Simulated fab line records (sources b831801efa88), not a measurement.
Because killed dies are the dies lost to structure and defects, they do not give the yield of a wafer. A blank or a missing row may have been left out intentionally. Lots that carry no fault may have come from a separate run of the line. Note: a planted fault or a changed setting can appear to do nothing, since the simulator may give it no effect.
fab line records	flow gf180mcu
record: lots: 24	wafers: 72	last-day: 34
route steps=602 shown V1@361 V2@396 MIM@506
lots untouched by any fault: they come from a run of this same line in which no faults occurred
start-h: the number of hours between the record's first day and the start of the first shown wafer of the lot	wait-h: time in hours since the lot's previous step	" same as the row above	L1.1+2: a single row standing in for several wafers	- value missing, or start not given	* or withheld: withheld	< > ~ a bound
route shown NAME@n: NAME is a module with steps in the file, n the number in the route of the first one	usual: mean and standard deviation over wafers with no fault	same: alike in all rows	chamber/n: place in a boat	sites: readings site by site	_std_site: their standard deviation	_edge_site: mean of outer sites minus mean of inner sites	radius-mm: how far each site lies from the wafer's centre	mask NAME#n: copy n	behind: the most recent tool/chamber to have shaped the wafer	hold: cause of the lot's hold/its duration in hours/its outcome	device: transistor that didn't switch, given as n, p or np	end of line: the tests these same wafers got at the end of their route	step lacking rows: just its recipe	killed: the dies lost at the first sort to structure and to defects; this is not the yield of the wafer	map: dies across one wafer; x = killed, . = not, _ = none there
set.NAME: the run value of the setting; set.NAME@STEP: its run value at that earlier step	model.NAME: the simulator's own value behind a step, which no gauge read
steps of the route over a sample of lots; a table a step, a row a wafer
services: the hour from which a tool's chamber was out of use, counted from the record's first day as start-h (under 0 if before that day), plus the number of hours and why
== steps ==
step: GF_V1_CMP_26
recipe: stop-on: SiO2	down-force-psi: 3.5	platen-rpm: 60	t-overpolish-s: 15	target-thk-nm: 0	pad-velocity-m-s: 0.94248
usual: head-pressure-psi: 3.500/0.0072	motor-current-A: 11.5/0.95	overpolish-run-s: 14.999/0.0095	slurry-flow-ml-min: 150.0/0.46	time-to-endpoint-s: 83/5.4
lot.wafer	tool	chamber	start-h	wait-h	head-pressure-psi	motor-current-A	overpolish-run-s	slurry-flow-ml-min	time-to-endpoint-s
L074.1	cmp-02	3	418.19	0.2	3.515	11.2	14.995	149.3	77
L074.6	"	0	"	"	3.511	10.4	14.986	149.7	77
L074.5	"	1	"	"	3.496	12.3	14.983	149.3	81
L075.2	cmp-02	0	424.20	0.0	3.508	9.9	15.007	149.8	77
L075.4	"	2	"	"	3.505	10.6	14.995	150.4	82
L075.5	"	0	"	"	3.504	10.4	14.990	149.5	80
L076.3	cmp-01	3	437.80	0.1	3.499	12.2	15.005	150.6	90
L076.4	"	0	"	"	3.490	12.4	15.009	150.3	89
L076.5	"	2	"	"	3.497	11.8	14.991	150.5	87
L077.1	cmp-02	1	439.81	0.1	3.504	12.7	15.001	150.2	89
L077.2	"	2	"	"	3.508	10.7	14.993	150.0	85
L077.6	"	0	"	"	3.511	10.1	15.006	150.5	79
L079.4	cmp-01	2	461.12	0.1	3.501	12.7	14.988	149.6	88
L079.5	"	0	"	"	3.490	11.4	14.999	150.3	87
L079.6	"	1	"	"	3.496	11.5	15.005	150.3	92
L078.1	cmp-02	1	464.73	0.1	3.507	13.0	14.977	150.4	87
L078.3	"	2	"	"	3.495	10.8	15.011	150.4	88
L078.2	"	3	"	"	3.521	11.5	15.009	149.0	82
L080.4	cmp-02	0	469.25	0.1	3.494	10.0	15.005	149.9	78
L080.2	"	2	"	"	3.504	11.7	15.008	149.3	85
L080.5	"	3	"	"	3.497	11.2	15.013	150.0	79
L081.2	cmp-01	2	478.02	0.1	3.502	12.4	15.006	150.4	84
L081.3	"	0	"	"	3.493	12.3	14.992	150.2	84
L081.6	"	1	"	"	3.504	11.0	14.984	150.4	90
L082.1	cmp-02	1	486.02	0.1	3.492	12.9	15.004	149.4	86
L082.3	"	3	"	"	3.498	10.8	14.996	150.0	80
L082.5	"	1	"	"	3.491	12.4	15.009	150.0	80
L083.1	cmp-01	3	503.89	0.1	3.503	12.0	14.977	150.3	80
L083.3	"	1	"	"	3.504	10.4	15.003	150.4	88
L083.5	"	0	"	"	3.511	12.4	14.986	149.0	85
L084.4	cmp-02	3	510.62	0.0	3.503	11.3	15.007	150.2	77
L084.2	"	1	"	"	3.494	12.4	14.996	150.3	88
L084.5	"	3	"	"	3.499	11.5	15.007	150.2	75
L085.4	cmp-02	2	520.05	0.1	3.498	10.4	15.005	150.0	88
L085.3	"	3	"	"	3.507	11.8	15.003	150.0	75
L085.6	"	2	"	"	3.499	11.0	14.979	150.1	82
L086.1	cmp-02	3	523.19	0.2	3.490	11.2	14.999	150.5	75
L086.5	"	0	"	"	3.492	10.6	14.996	150.6	75
L086.6	"	1	"	"	3.500	12.5	15.003	149.9	87
L087.1	cmp-02	2	537.92	0.1	3.498	11.0	15.003	149.8	87
L087.4	"	0	"	"	3.507	9.6	15.002	150.2	77
L087.5	"	1	"	"	3.503	12.9	14.992	150.1	86
L088.4	cmp-02	3	546.45	0.0	3.504	10.9	15.011	150.3	83
L088.3	"	0	"	"	3.499	11.0	14.992	150.3	75
L088.1	"	1	"	"	3.500	12.4	14.993	149.3	84
L089.4	cmp-02	3	555.17	0.0	3.497	11.1	14.995	150.1	73
L089.2	"	2	"	"	3.500	11.1	15.007	149.7	81
L089.5	"	3	"	"	3.506	11.6	15.018	150.0	75
L090.2	cmp-02	3	555.94	0.1	3.501	12.0	14.996	150.2	72
L090.5	"	1	"	"	3.501	13.0	15.002	149.3	83
L090.6	"	2	"	"	3.509	11.1	15.000	149.8	81
L091.4	cmp-01	1	566.61	0.0	3.504	9.8	14.989	150.1	88
L091.2	"	0	"	"	3.504	12.2	15.008	150.1	82
L091.6	"	2	"	"	3.498	12.4	14.996	149.8	78
L092.1	cmp-02	2	574.52	0.6	3.500	11.3	14.998	149.5	83
L092.3	"	3	"	"	3.502	11.3	14.988	149.3	80
L092.6	"	2	"	"	3.511	10.4	14.996	150.4	87
L093.4	cmp-01	0	579.59	0.0	3.491	12.1	15.000	150.0	85
L093.5	"	0	"	"	3.501	12.9	15.018	149.4	83
L093.6	"	1	"	"	3.504	10.6	14.983	150.3	93
L094.3	cmp-01	3	592.49	0.0	3.494	12.3	14.985	149.8	83
L094.2	"	0	"	"	3.493	12.8	15.006	149.9	84
L094.1	"	2	"	"	3.508	11.9	14.984	149.2	77
L095.3	cmp-02	2	592.87	0.1	3.492	11.1	14.990	150.7	85
L095.4	"	3	"	"	3.517	11.3	14.998	150.3	78
L095.2	"	0	"	"	3.493	10.4	14.987	150.5	79
L096.2	cmp-02	3	601.93	0.0	3.514	11.8	14.998	150.4	80
L096.4	"	2	"	"	3.505	11.1	14.994	149.2	85
L096.6	"	3	"	"	3.520	11.0	15.001	149.7	77
L097.2	cmp-02	2	605.04	0.0	3.508	10.9	15.001	149.5	86
L097.5	"	2	"	"	3.512	11.0	14.994	149.6	84
L097.6	"	3	"	"	3.507	11.4	14.992	149.4	78
step: GF_V2_CD_MEAS_14
recipe: target-cd-nm: 260
usual: cd-nm: 260.1/1.2
lot.wafer	tool	chamber	start-h	wait-h	cd-nm
L074.1	cd-sem-02	-	468.71	0.1	260.7
L074.5	"	-	"	"	261.2
L074.6	"	-	"	"	260.7
L075.2	cd-sem-02	-	474.97	0.1	259.7
L075.4	"	-	"	"	259.8
L075.5	"	-	"	"	258.9
L076.3	cd-sem-02	-	488.24	0.1	260.8
L076.4	"	-	"	"	260.4
L076.5	"	-	"	"	261.1
L077.1	cd-sem-02	-	490.26	0.1	260.2
L077.2	"	-	"	"	261.0
L077.6	"	-	"	"	259.8
L079.4	cd-sem-02	-	510.86	0.1	259.8
L079.5	"	-	"	"	259.6
L079.6	"	-	"	"	259.3
L078.1	cd-sem-01	-	514.66	0.1	258.7
L078.2	"	-	"	"	259.4
L078.3	"	-	"	"	259.8
L080.2	cd-sem-01	-	518.35	0.1	261.4
L080.4	"	-	"	"	261.0
L080.5	"	-	"	"	260.6
L081.2	cd-sem-01	-	531.00	0.1	257.7
L081.3	"	-	"	"	258.9
L081.6	"	-	"	"	258.3
L082.1	cd-sem-02	-	534.01	0.1	261.8
L082.3	"	-	"	"	260.3
L082.5	"	-	"	"	262.1
L083.1	cd-sem-02	-	551.83	0.1	259.9
L083.3	"	-	"	"	261.8
L083.5	"	-	"	"	260.5
L084.2	cd-sem-02	-	558.65	0.1	259.9
L084.4	"	-	"	"	260.5
L084.5	"	-	"	"	259.9
L085.3	cd-sem-02	-	566.17	0.1	262.4
L085.4	"	-	"	"	261.8
L085.6	"	-	"	"	261.4
L086.1	cd-sem-02	-	570.03	0.1	260.8
L086.5	"	-	"	"	260.1
L086.6	"	-	"	"	261.7
L087.1	cd-sem-01	-	584.40	0.1	260.8
L087.4	"	-	"	"	261.2
L087.5	"	-	"	"	261.3
L088.1	cd-sem-01	-	593.18	0.1	257.9
L088.3	"	-	"	"	258.1
L088.4	"	-	"	"	259.0
L089.2	cd-sem-01	-	600.80	0.1	262.5
L089.4	"	-	"	"	262.3
L089.5	"	-	"	"	262.1
L090.2	cd-sem-01	-	602.07	0.1	260.8
L090.5	"	-	"	"	261.4
L090.6	"	-	"	"	261.1
L091.2	cd-sem-01	-	611.38	0.1	258.4
L091.4	"	-	"	"	258.2
L091.6	"	-	"	"	257.3
L092.1	cd-sem-01	-	619.15	0.1	258.4
L092.3	"	-	"	"	259.9
L092.6	"	-	"	"	260.2
L093.4	cd-sem-02	-	624.41	0.1	260.3
L093.5	"	-	"	"	260.3
L093.6	"	-	"	"	258.9
L094.1	cd-sem-02	-	635.68	0.1	259.3
L094.2	"	-	"	"	259.9
L094.3	"	-	"	"	259.3
L095.2	cd-sem-01	-	635.97	0.1	261.0
L095.3	"	-	"	"	261.2
L095.4	"	-	"	"	261.2
L096.2	cd-sem-01	-	644.80	0.1	258.2
L096.4	"	-	"	"	259.8
L096.6	"	-	"	"	258.6
L097.2	cd-sem-01	-	647.75	0.1	259.3
L097.5	"	-	"	"	259.7
L097.6	"	-	"	"	260.6
step: GF_V2_OVL_MEAS_15
usual: V2_OVL: 2/5.6
lot.wafer	tool	chamber	start-h	wait-h	V2_OVL[nm]
L074.1	overlay-01	-	468.83	0.1	9
L074.5	"	-	"	"	-1
L074.6	"	-	"	"	5
L075.2	overlay-02	-	475.08	0.1	5
L075.4	"	-	"	"	2
L075.5	"	-	"	"	15
L076.3	overlay-02	-	488.33	0.1	5
L076.4	"	-	"	"	9
L076.5	"	-	"	"	6
L077.1	overlay-02	-	490.38	0.1	-5
L077.2	"	-	"	"	5
L077.6	"	-	"	"	-2
L079.4	overlay-01	-	510.94	0.1	-11
L079.5	"	-	"	"	-3
L079.6	"	-	"	"	-3
L078.1	overlay-02	-	514.78	0.1	0
L078.2	"	-	"	"	3
L078.3	"	-	"	"	3
L080.2	overlay-02	-	518.46	0.1	-7
L080.4	"	-	"	"	-2
L080.5	"	-	"	"	2
L081.2	overlay-02	-	531.11	0.1	7
L081.3	"	-	"	"	0
L081.6	"	-	"	"	-1
L082.1	overlay-01	-	534.13	0.1	6
L082.3	"	-	"	"	2
L082.5	"	-	"	"	1
L083.1	overlay-02	-	551.95	0.1	-7
L083.3	"	-	"	"	-6
L083.5	"	-	"	"	3
L084.2	overlay-02	-	558.76	0.1	5
L084.4	"	-	"	"	4
L084.5	"	-	"	"	5
L085.3	overlay-01	-	566.26	0.1	0
L085.4	"	-	"	"	4
L085.6	"	-	"	"	6
L086.1	overlay-02	-	570.15	0.1	3
L086.5	"	-	"	"	2
L086.6	"	-	"	"	10
L087.1	overlay-02	-	584.52	0.1	-3
L087.4	"	-	"	"	1
L087.5	"	-	"	"	-7
L088.1	overlay-01	-	593.30	0.1	7
L088.3	"	-	"	"	6
L088.4	"	-	"	"	5
L089.2	overlay-02	-	600.90	0.1	2
L089.4	"	-	"	"	-4
L089.5	"	-	"	"	-4
L090.2	overlay-01	-	602.18	0.1	12
L090.5	"	-	"	"	5
L090.6	"	-	"	"	2
L091.2	overlay-02	-	611.49	0.1	5
L091.4	"	-	"	"	2
L091.6	"	-	"	"	4
L092.1	overlay-01	-	619.27	0.1	-4
L092.3	"	-	"	"	0
L092.6	"	-	"	"	-2
L093.4	overlay-02	-	624.49	0.1	6
L093.5	"	-	"	"	14
L093.6	"	-	"	"	0
L094.1	overlay-01	-	635.80	0.1	-2
L094.2	"	-	"	"	-3
L094.3	"	-	"	"	-1
L095.2	overlay-02	-	636.08	0.1	-5
L095.3	"	-	"	"	3
L095.4	"	-	"	"	-3
L096.2	overlay-02	-	644.91	0.1	-2
L096.4	"	-	"	"	2
L096.6	"	-	"	"	-2
L097.2	overlay-02	-	647.86	0.1	4
L097.5	"	-	"	"	4
L097.6	"	-	"	"	-6
step: GF_MIM_SPUTTER_03
recipe: material: Ti	target-thk-nm: 10	substrate-temp-c: 300	chamber-pressure-pa: 0.3	power-w: 3000	time-s: 6.7
usual: throttle-valve-pct: 30.0/0.9
lot.wafer	tool	chamber	start-h	wait-h	throttle-valve-pct
L074.1	pvd-sputter-01	-	570.10	0.0	29.9
L074.5	"	-	"	"	31.4
L074.6	"	-	"	"	30.3
L075.2	pvd-sputter-03	-	575.53	0.0	29.7
L075.4	"	-	"	"	30.7
L075.5	"	-	"	"	31.5
L076.3	pvd-sputter-04	-	587.01	0.0	29.5
L076.4	"	-	"	"	29.7
L076.5	"	-	"	"	28.5
L077.1	pvd-sputter-03	-	591.15	0.0	31.3
L077.2	"	-	"	"	28.9
L077.6	"	-	"	"	31.3
L079.4	pvd-sputter-04	-	608.40	0.0	28.0
L079.5	"	-	"	"	29.7
L079.6	"	-	"	"	29.0
L078.1	pvd-sputter-01	-	610.97	0.0	29.3
L078.2	"	-	"	"	31.3
L078.3	"	-	"	"	29.9
L080.2	pvd-sputter-01	-	613.52	0.0	29.9
L080.4	"	-	"	"	30.1
L080.5	"	-	"	"	31.2
L081.2	pvd-sputter-01	-	626.72	0.0	29.9
L081.3	"	-	"	"	30.3
L081.6	"	-	"	"	29.9
L082.1	pvd-sputter-03	-	631.32	0.0	29.7
L082.3	"	-	"	"	29.2
L082.5	"	-	"	"	31.5
L083.1	pvd-sputter-03	-	645.03	0.0	30.7
L083.3	"	-	"	"	31.5
L083.5	"	-	"	"	29.0
L084.2	pvd-sputter-04	-	651.10	0.0	29.8
L084.4	"	-	"	"	28.8
L084.5	"	-	"	"	29.5
L085.3	pvd-sputter-01	-	657.05	0.0	29.9
L085.4	"	-	"	"	29.5
L085.6	"	-	"	"	29.9
L086.1	pvd-sputter-03	-	660.48	0.0	31.2
L086.5	"	-	"	"	31.2
L086.6	"	-	"	"	30.9
L087.1	pvd-sputter-01	-	675.07	0.0	31.4
L087.4	"	-	"	"	30.2
L087.5	"	-	"	"	30.0
L088.1	pvd-sputter-03	-	682.10	0.0	30.6
L088.3	"	-	"	"	29.4
L088.4	"	-	"	"	31.5
L089.2	pvd-sputter-03	-	687.35	0.0	28.7
L089.4	"	-	"	"	31.3
L089.5	"	-	"	"	29.7
L090.2	pvd-sputter-01	-	690.23	0.0	30.3
L090.5	"	-	"	"	30.6
L090.6	"	-	"	"	31.1
L091.2	pvd-sputter-04	-	698.62	0.0	29.8
L091.4	"	-	"	"	28.8
L091.6	"	-	"	"	29.7
L092.1	pvd-sputter-03	-	704.69	0.0	29.4
L092.3	"	-	"	"	31.1
L092.6	"	-	"	"	31.3
L093.4	pvd-sputter-01	-	710.37	0.0	30.4
L093.5	"	-	"	"	30.0
L093.6	"	-	"	"	31.4
L094.1	pvd-sputter-04	-	720.04	0.0	28.5
L094.2	"	-	"	"	29.6
L094.3	"	-	"	"	28.7
L095.2	pvd-sputter-01	-	720.37	0.0	31.4
L095.3	"	-	"	"	30.2
L095.4	"	-	"	"	29.8
L096.2	pvd-sputter-04	-	728.18	0.0	29.6
L096.4	"	-	"	"	28.8
L096.6	"	-	"	"	28.6
L097.2	pvd-sputter-04	-	730.25	0.0	29.8
L097.5	"	-	"	"	29.8
L097.6	"	-	"	"	28.1
step: GF_MIM_THK_MEAS_06
recipe: reads: Si3N4_of_MIM_CVD_05
usual: MIM_CVD_05_THK: 42.0/0.59
lot.wafer	tool	chamber	start-h	wait-h	MIM_CVD_05_THK[nm]
L074.1	film-metro-03	-	570.20	0.0	41.8
L074.5	"	-	"	"	42.9
L074.6	"	-	"	"	42.7
L075.2	film-metro-02	-	575.63	0.0	41.8
L075.4	"	-	"	"	42.4
L075.5	"	-	"	"	42.1
L076.3	film-metro-01	-	587.12	0.0	41.9
L076.4	"	-	"	"	42.9
L076.5	"	-	"	"	42.2
L077.1	film-metro-01	-	591.25	0.0	41.3
L077.2	"	-	"	"	41.1
L077.6	"	-	"	"	42.0
L079.4	film-metro-02	-	608.53	0.0	41.5
L079.5	"	-	"	"	42.1
L079.6	"	-	"	"	41.9
L078.1	film-metro-03	-	611.07	0.0	41.2
L078.2	"	-	"	"	41.3
L078.3	"	-	"	"	41.8
L080.2	film-metro-03	-	613.63	0.0	41.2
L080.4	"	-	"	"	42.6
L080.5	"	-	"	"	41.7
L081.2	film-metro-02	-	626.83	0.0	41.9
L081.3	"	-	"	"	41.3
L081.6	"	-	"	"	42.9
L082.1	film-metro-01	-	631.41	0.0	41.2
L082.3	"	-	"	"	41.2
L082.5	"	-	"	"	42.0
L083.1	film-metro-02	-	645.12	0.0	41.5
L083.3	"	-	"	"	41.8
L083.5	"	-	"	"	42.3
L084.2	film-metro-02	-	651.21	0.0	42.3
L084.4	"	-	"	"	42.1
L084.5	"	-	"	"	43.2
L085.3	film-metro-03	-	657.16	0.0	41.9
L085.4	"	-	"	"	42.6
L085.6	"	-	"	"	42.9
L086.1	film-metro-01	-	660.57	0.0	42.3
L086.5	"	-	"	"	42.7
L086.6	"	-	"	"	42.6
L087.1	film-metro-03	-	675.17	0.0	42.2
L087.4	"	-	"	"	41.8
L087.5	"	-	"	"	41.9
L088.1	film-metro-01	-	682.20	0.0	41.6
L088.3	"	-	"	"	41.3
L088.4	"	-	"	"	42.0
L089.2	film-metro-02	-	687.46	0.0	41.6
L089.4	"	-	"	"	42.1
L089.5	"	-	"	"	42.3
L090.2	film-metro-02	-	690.33	0.0	41.7
L090.5	"	-	"	"	41.7
L090.6	"	-	"	"	42.2
L091.2	film-metro-01	-	698.72	0.0	42.0
L091.4	"	-	"	"	42.7
L091.6	"	-	"	"	42.2
L092.1	film-metro-01	-	704.78	0.0	40.8
L092.3	"	-	"	"	42.2
L092.6	"	-	"	"	42.0
L093.4	film-metro-01	-	710.49	0.0	42.4
L093.5	"	-	"	"	41.6
L093.6	"	-	"	"	42.8
L094.1	film-metro-01	-	720.13	0.0	41.8
L094.2	"	-	"	"	41.5
L094.3	"	-	"	"	41.6
L095.2	film-metro-01	-	720.48	0.0	40.9
L095.3	"	-	"	"	42.3
L095.4	"	-	"	"	41.6
L096.2	film-metro-01	-	728.28	0.0	42.0
L096.4	"	-	"	"	41.3
L096.6	"	-	"	"	42.7
L097.2	film-metro-03	-	730.35	0.0	41.7
L097.5	"	-	"	"	43.2
L097.6	"	-	"	"	42.9
step: GF_MIM_SPUTTER_09
recipe: material: TiN	target-thk-nm: 35	power-w: 6500	time-s: 29.2	chamber-pressure-pa: 0.4
usual: throttle-valve-pct: 29.8/0.88
lot.wafer	tool	chamber	start-h	wait-h	throttle-valve-pct
L074.1	pvd-sputter-04	-	570.32	0.0	28.9
L074.5	"	-	"	"	28.5
L074.6	"	-	"	"	29.6
L075.2	pvd-sputter-04	-	575.75	0.0	29.3
L075.4	"	-	"	"	29.7
L075.5	"	-	"	"	28.4
L076.3	pvd-sputter-01	-	587.23	0.0	30.0
L076.4	"	-	"	"	30.5
L076.5	"	-	"	"	29.8
L077.1	pvd-sputter-04	-	591.37	0.0	28.5
L077.2	"	-	"	"	29.8
L077.6	"	-	"	"	28.4
L079.4	pvd-sputter-03	-	608.62	0.0	28.8
L079.5	"	-	"	"	29.6
L079.6	"	-	"	"	31.4
L078.1	pvd-sputter-03	-	611.19	0.0	29.5
L078.2	"	-	"	"	31.4
L078.3	"	-	"	"	29.0
L080.2	pvd-sputter-03	-	613.74	0.0	30.6
L080.4	"	-	"	"	29.5
L080.5	"	-	"	"	31.5
L081.2	pvd-sputter-04	-	626.94	0.0	29.0
L081.3	"	-	"	"	29.6
L081.6	"	-	"	"	29.6
L082.1	pvd-sputter-04	-	631.54	0.0	29.7
L082.3	"	-	"	"	29.8
L082.5	"	-	"	"	29.6
L083.1	pvd-sputter-04	-	645.25	0.0	28.1
L083.3	"	-	"	"	28.9
L083.5	"	-	"	"	28.8
L084.2	pvd-sputter-01	-	651.32	0.0	29.9
L084.4	"	-	"	"	30.3
L084.5	"	-	"	"	31.3
L085.3	pvd-sputter-04	-	657.27	0.0	28.7
L085.4	"	-	"	"	29.6
L085.6	"	-	"	"	29.4
L086.1	pvd-sputter-01	-	660.77	0.0	30.1
L086.5	"	-	"	"	30.6
L086.6	"	-	"	"	31.4
L087.1	pvd-sputter-03	-	675.29	0.0	29.7
L087.4	"	-	"	"	31.3
L087.5	"	-	"	"	30.8
L088.1	pvd-sputter-04	-	682.32	0.0	29.3
L088.3	"	-	"	"	27.9
L088.4	"	-	"	"	29.9
L089.2	pvd-sputter-01	-	687.57	0.0	30.3
L089.4	"	-	"	"	31.2
L089.5	"	-	"	"	31.3
L090.2	pvd-sputter-04	-	690.45	0.0	30.0
L090.5	"	-	"	"	28.3
L090.6	"	-	"	"	28.9
L091.2	pvd-sputter-01	-	698.84	0.0	30.1
L091.4	"	-	"	"	29.9
L091.6	"	-	"	"	29.8
L092.1	pvd-sputter-01	-	704.91	0.0	30.1
L092.3	"	-	"	"	31.4
L092.6	"	-	"	"	29.9
L093.4	pvd-sputter-03	-	710.59	0.0	29.6
L093.5	"	-	"	"	31.4
L093.6	"	-	"	"	30.8
L094.1	pvd-sputter-04	-	720.26	0.0	28.2
L094.2	"	-	"	"	29.8
L094.3	"	-	"	"	29.7
L095.2	pvd-sputter-03	-	720.59	0.0	28.9
L095.3	"	-	"	"	30.7
L095.4	"	-	"	"	29.5
L096.2	pvd-sputter-03	-	728.40	0.0	29.0
L096.4	"	-	"	"	30.7
L096.6	"	-	"	"	29.5
L097.2	pvd-sputter-01	-	730.47	0.0	29.8
L097.5	"	-	"	"	30.0
L097.6	"	-	"	"	30.4
== services ==
tool	chamber	start-h	hours	kind
cmp-02	-	404.33	4.0	pm
pvd-sputter-03	-	406.52	2.6	repair
cmp-02	-	408.33	-	consumable-replace:conditioner
cmp-01	-	414.36	13.6	pm
cmp-02	-	436.41	0.5	repair
pvd-sputter-04	-	453.25	3.9	repair
cmp-02	-	472.94	1.6	repair
cmp-02	-	474.46	0.3	repair
cmp-01	-	493.89	2.8	repair
pvd-sputter-03	-	495.87	2.6	repair
cmp-02	-	508.88	1.1	repair
cmp-02	-	511.63	1.4	repair
pvd-sputter-01	-	512.83	7.4	repair
pvd-sputter-04	-	516.07	3.1	repair
cmp-01	-	518.21	0.6	repair
cmp-01	-	521.71	34.0	repair
cmp-01	-	529.22	1.2	repair
pvd-sputter-03	-	530.80	7.7	repair
pvd-sputter-01	-	531.37	2.5	repair
pvd-sputter-03	-	553.62	14.8	repair
cmp-01	-	572.00	4.0	pm
cmp-02	-	572.63	1.8	repair
cmp-02	-	630.34	0.5	repair
pvd-sputter-01	-	682.93	2.6	repair
== key ==
fault none
